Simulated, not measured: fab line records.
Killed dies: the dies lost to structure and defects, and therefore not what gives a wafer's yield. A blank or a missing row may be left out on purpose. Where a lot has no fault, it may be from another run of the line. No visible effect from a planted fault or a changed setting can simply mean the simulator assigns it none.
Shared-tool check + flow sky130 + 39 wafers sampled across 13 lots

== REASON IT WAS OPENED ==
Of 13 lots, 1 have the reading NWELL_TW flagged at SKY_NWELL_TW_MEAS_15. No-fault wafers: 1819, standard deviation 10.
Rule: flag the lot when none of its wafers has a number, or when each of its wafers that has one lies beyond 4 standard deviations from that mean. The other lots count as sound.

| lot  | measured    | on           | NWELL_TW, wafer by wafer | flag    |
|------|-------------|--------------|--------------------------|---------|
| L421 | day 4 18:01 | filmMetro-03 | 1822 1827 1809           |         |
| L422 | day 4 23:17 | filmMetro-02 | 1807 1793 1809           |         |
| L423 | day 5 05:59 | filmMetro-03 | 1825 1823 1825           |         |
| L424 | day 5 13:06 | filmMetro-01 | 1833 1829 1830           |         |
| L425 | day 5 16:17 | filmMetro-03 | 1824 1819 1815           |         |
| L429 | day 7 01:59 | filmMetro-02 | 30 30 30                 | FLAGGED |
| L430 | day 7 09:59 | filmMetro-01 | 1826 1831 1824           |         |
| L433 | day 7 17:38 | filmMetro-03 | 1824 1824 1824           |         |
| L436 | day 8 11:26 | filmMetro-01 | 1826 1834 1831           |         |
| L437 | day 8 14:52 | filmMetro-03 | 1812 1817 1809           |         |
| L438 | day 8 21:28 | filmMetro-03 | 1807 1818 1811           |         |
| L441 | day 9 17:09 | filmMetro-02 | 1807 1804 1802           |         |
| L442 | day 9 19:52 | filmMetro-01 | 1823 1824 1825           |         |
Flagged lots average 30: -1789 relative to the usual, that is -99 or more standard deviations.

== LOT BY LOT: THE TOOL USED ==
The record holds 1 process step before the reading, out of a route of 708 steps. Every cell lists first the tool, next ch and the chambers used by the sampled wafers, and last the start.
| lot  | flag    | SKY_NWELL_EXPOSE_07               |
|------|---------|-----------------------------------|
| L421 |         | ilineStepper-01 ch 0, day 4 08:43 |
| L422 |         | ilineStepper-02 ch 0, day 4 14:21 |
| L423 |         | ilineStepper-02 ch 0, day 4 20:55 |
| L424 |         | ilineStepper-02 ch 0, day 5 03:23 |
| L425 |         | ilineStepper-02 ch 0, day 5 06:52 |
| L429 | FLAGGED | ilineStepper-02 ch 0, day 6 15:51 |
| L430 |         | ilineStepper-01 ch 0, day 6 23:51 |
| L433 |         | ilineStepper-02 ch 0, day 7 06:59 |
| L436 |         | ilineStepper-01 ch 0, day 8 00:52 |
| L437 |         | ilineStepper-01 ch 0, day 8 04:22 |
| L438 |         | ilineStepper-02 ch 0, day 8 10:11 |
| L441 |         | ilineStepper-02 ch 0, day 9 05:58 |
| L442 |         | ilineStepper-02 ch 0, day 9 08:12 |
These steps, and what they do:
- SKY_NWELL_EXPOSE_07: exposes mask NWM, target cd 840 nm.
- SKY_NWELL_TW_MEAS_15

== FLAGGED AGAINST TOTAL, ONE TOOL AT A TIME (gauges that did the reading follow at the end) ==
| step                 | tool            | lots run | flagged | share of the flagged lots | sound lots run after its first flagged lot |
|----------------------|-----------------|----------|---------|---------------------------|--------------------------------------------|
| SKY_NWELL_EXPOSE_07  | ilineStepper-01 | 4        | 0       | none                      | -                                          |
| SKY_NWELL_EXPOSE_07  | ilineStepper-02 | 9        | 1       | all                       | 4 (L433,L438,L441,L442)                    |
| SKY_NWELL_TW_MEAS_15 | filmMetro-01    | 4        | 0       | none                      | -                                          |
| SKY_NWELL_TW_MEAS_15 | filmMetro-02    | 3        | 1       | all                       | 1 (L441)                                   |
| SKY_NWELL_TW_MEAS_15 | filmMetro-03    | 6        | 0       | none                      | -                                          |

== WHAT IS ALLOWED BY THE TABLE ==
Every flagged lot went through 2 rows of the table: ilineStepper-02 at SKY_NWELL_EXPOSE_07 and filmMetro-02 at SKY_NWELL_TW_MEAS_15.
- ilineStepper-02 at SKY_NWELL_EXPOSE_07 ran 9 lots, 1 of them flagged. After the first flagged lot (L433, L438, L441, L442), sound lots still ran on it; a lasting fault on the whole tool would not permit that.
- filmMetro-02 at SKY_NWELL_TW_MEAS_15 ran 3 lots, 1 of them flagged. After the first flagged lot (L441), sound lots still ran on it; a lasting fault on the whole tool would not permit that.
None of the table's rows ran every flagged lot and, after the first, no sound lot.

== WHAT HAD BEEN PUT IN BY THE SIMULATOR ==
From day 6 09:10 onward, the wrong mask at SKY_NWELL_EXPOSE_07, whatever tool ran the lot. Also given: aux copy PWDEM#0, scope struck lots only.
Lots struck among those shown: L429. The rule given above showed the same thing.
